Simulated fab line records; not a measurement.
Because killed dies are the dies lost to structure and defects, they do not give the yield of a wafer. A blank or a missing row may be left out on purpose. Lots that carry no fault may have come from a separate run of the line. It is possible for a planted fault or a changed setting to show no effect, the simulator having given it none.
Problem report, 8D (eight disciplines) form, completed by code :: flow sky130 :: the parts of the form that need people (team, actions taken, sign-off) are left out

1. WHAT WENT WRONG
On 2 wafers of 1 lot, run length s at SKY_RES_XHIGH_SOFTBAKE_03 has a mean of 91.72 s; fault-free wafers read 89.18 s, standard deviation 0.15. Measured from the usual mean, that is +17 standard deviations.
The step: time 60 s.
First observed at day 31 15:46: wafer L828.2, on litho track-02. The record has a number at this step for 35 wafers belonging to 12 lots. The rule behind "out" and "out of limits": a value lying over 4 standard deviations away from the usual mean. Any other wafer with a number is counted as sound.

2. WHAT IT IS AND WHAT IT IS NOT
question: which readings at this step
is: run length s
is not: heater power total W

question: which lots
is: L828
is not: L812, L813, L814, L815, L816, L817, L818, L820, L821, L833, L835

question: which wafers of those lots
is: all that have a number
is not: -

question: read on which tools
is: litho track-02
is not: litho track-01, litho track-03

question: when
is: from day 31 15:46
is not: up to then (27 sound wafers); but 6 sound wafers of L833, L835 came after

3. WHAT RULES OUT EACH SUSPECT
Counting: a tool stays on the suspect list if, at a process step up to the reading, it processed all lots that are out and no sound lot following the first of them.
- litho track-02 at SKY_RES_XHIGH_SOFTBAKE_03 (time 60 s): kept. It ran the lot that is out, L828 (day 31 15:46), and no sound lot after that; its last sound lot up to then is L821 (day 29 06:43). Its own readings are out on those wafers: run length s.
Remaining after the count: litho track-02 at SKY_RES_XHIGH_SOFTBAKE_03.

4. THE CAUSE (what the simulator had put in)
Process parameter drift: litho track-02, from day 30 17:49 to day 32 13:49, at SKY_RES_XHIGH_SOFTBAKE_03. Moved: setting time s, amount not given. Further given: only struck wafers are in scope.
This tool alone remained once counting was done.

5. THE EFFECT CHAIN, in route order
Each row: a reading whose mean over the struck wafers that have a number lies more than 3 standard deviations from the usual. Only readings whose record carries a usual standard deviation are examined. hours: median over the lots of the time between each lot's start at the first step of this table that gives one and its start at this step. sigmas: the change, counted in usual standard deviations.
hours: 0
step: SKY_RES_XHIGH_SOFTBAKE_03
reading: run length s
usual: 89.18 s
on struck wafers: 91.72
change: +2.53
sigmas: +17
It contains these process steps:
- SKY_RES_XHIGH_SOFTBAKE_03: time 60 s.
At these later measuring or inspecting steps, every struck wafer for which the step has a row has a number for every such reading, and none has moved that far: SKY_CONTACT_BOW_MEAS_05.

6. HOW IT WOULD HAVE BEEN CAUGHT EARLIER
First out-of-limits reading in this record: day 31 15:46, which is 22 hours after fault onset at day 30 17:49.
